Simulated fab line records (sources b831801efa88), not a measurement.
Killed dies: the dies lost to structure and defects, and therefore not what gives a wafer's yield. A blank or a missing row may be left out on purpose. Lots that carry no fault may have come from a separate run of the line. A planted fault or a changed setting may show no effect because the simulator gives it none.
Which of the tools did it?    flow sky130    Sampling: 13 lots, 39 wafers, 4 of 708 route steps

WHAT THE GAUGES READ, wafer by wafer
SKY_POLY_CUT_CD_MEAS_08: the cd target is 270 nm.
lot   measured      on         cd_nm (nm)
L317  day 24 09:17  cd_sem-01  273.1 272.3 272.4
L319  day 25 13:58  cd_sem-01  266.7 266.0 266.0
L318  day 25 15:37  cd_sem-02  268.0 266.9 268.2
L321  day 25 21:19  cd_sem-01  270.3 270.4 270.2
L320  day 25 22:01  cd_sem-02  268.2 269.7 270.0
L322  day 26 06:05  cd_sem-01  267.8 268.3 269.4
L323  day 26 06:26  cd_sem-02  268.3 270.8 267.6
L326  day 27 14:28  cd_sem-01  269.1 267.4 268.3
L327  day 27 22:58  cd_sem-01  268.7 268.4 268.8
L333  day 30 06:29  cd_sem-01  270.5 269.5 270.3
L335  day 30 19:01  cd_sem-01  270.0 269.8 269.6
L337  day 31 05:01  cd_sem-01  270.1 269.0 269.1
L336  day 31 05:44  cd_sem-01  271.4 270.4 270.6

SKY_SD_P_CD_MEAS_07: the cd target is 380 nm.
lot   measured      on         cd_nm (nm)
L317  day 25 15:46  cd_sem-01  381.0 378.9 380.0
L319  day 26 19:22  cd_sem-02  378.7 379.8 382.3
L318  day 26 21:13  cd_sem-02  378.0 381.1 378.9
L321  day 27 02:41  cd_sem-01  383.6 382.2 380.8
L320  day 27 03:56  cd_sem-02  377.4 377.5 378.0
L322  day 27 11:56  cd_sem-01  382.4 384.9 385.2
L323  day 27 12:14  cd_sem-01  378.0 375.5 377.9
L326  day 28 19:32  cd_sem-01  377.6 380.1 377.0
L327  day 29 02:55  cd_sem-02  381.1 380.4 380.6
L333  day 31 10:08  cd_sem-01  383.0 381.2 378.2
L335  day 31 22:34  cd_sem-02  379.0 378.5 381.3
L337  day 32 08:15  cd_sem-02  381.1 381.1 378.2
L336  day 32 09:28  cd_sem-01  380.4 380.9 375.0

SKY_SD_N_CD_MEAS_07: the cd target is 380 nm.
lot   measured      on         cd_nm (nm)
L317  day 28 01:52  cd_sem-01  381.6 383.5 384.0
L319  day 29 04:41  cd_sem-01  380.7 381.6 381.7
L318  day 29 05:48  cd_sem-01  379.6 375.8 377.2
L321  day 29 13:04  cd_sem-01  383.7 381.3 382.7
L320  day 29 13:35  cd_sem-02  379.3 381.4 383.1
L322  day 29 20:08  cd_sem-02  378.1 379.4 379.7
L323  day 29 20:49  cd_sem-01  377.0 377.4 376.7
L326  day 31 03:59  cd_sem-02  380.9 380.1 381.0
L327  day 31 11:01  cd_sem-02  381.0 382.0 380.1
L333  day 33 15:16  cd_sem-02  381.5 381.1 382.2
L335  day 34 03:59  cd_sem-01  382.3 380.1 384.0
L337  day 34 13:55  cd_sem-02  379.1 381.9 381.7
L336  day 34 14:56  cd_sem-01  378.8 379.5 377.9

WHICH TOOL RAN EACH LOT (tool, then ch and the chambers of the sampled wafers, then the start)
lot   SKY_RES_XHIGH_EXPOSE_04
L317  iline_stepper-01 ch 0, day 26 06:10
L319  iline_stepper-01 ch 0, day 27 10:33
L318  iline_stepper-02 ch 0, day 27 12:11
L321  iline_stepper-01 ch 0, day 27 16:53
L320  iline_stepper-02 ch 0, day 27 18:49
L322  iline_stepper-02 ch 0, day 28 02:11
L323  iline_stepper-01 ch 0, day 28 02:55
L326  iline_stepper-01 ch 0, day 29 10:30
L327  iline_stepper-01 ch 0, day 29 17:20
L333  iline_stepper-02 ch 0, day 32 00:07
L335  iline_stepper-01 ch 0, day 32 11:46
L337  iline_stepper-02 ch 0, day 32 21:33
L336  iline_stepper-02 ch 0, day 32 23:41
- SKY_RES_XHIGH_EXPOSE_04: exposes mask URPM, target cd 1270 nm.

AS READ BY THE TOOLS THEMSELVES (means over the sampled wafers that have a number; for cases with no such wafer, the mark the record gives instead)
The record holds no such reading with a usual standard deviation.

THE ANSWER, worked out from the rows above alone
Rule: what is usual is taken from the lots themselves. Put in order of their means at a reading, lots are off if they are a third of the lots or fewer, leave a main group of 4 or more, and stand apart from it by a gap of 3 or more times the standard deviation of the main group's means; of several such gaps the widest counts. The tables above print the reading to a certain number of digits; a main group whose means all agree to those digits is not used. A lot without any number at a reading at which 4 lots or more have one is off too. Where the step has rows for the other lots, those lots are counted as sound. After the gauges, taken in route order, come the tools' own readings; for these a lot's mean is taken, as printed above. At the first step where some lot is off, the reading lying furthest off is the one used; lots without a number count as furthest.
Across all readings shown, no lot is off: no conclusion can be drawn from this.

WHAT HAD BEEN PUT IN BY THE SIMULATOR
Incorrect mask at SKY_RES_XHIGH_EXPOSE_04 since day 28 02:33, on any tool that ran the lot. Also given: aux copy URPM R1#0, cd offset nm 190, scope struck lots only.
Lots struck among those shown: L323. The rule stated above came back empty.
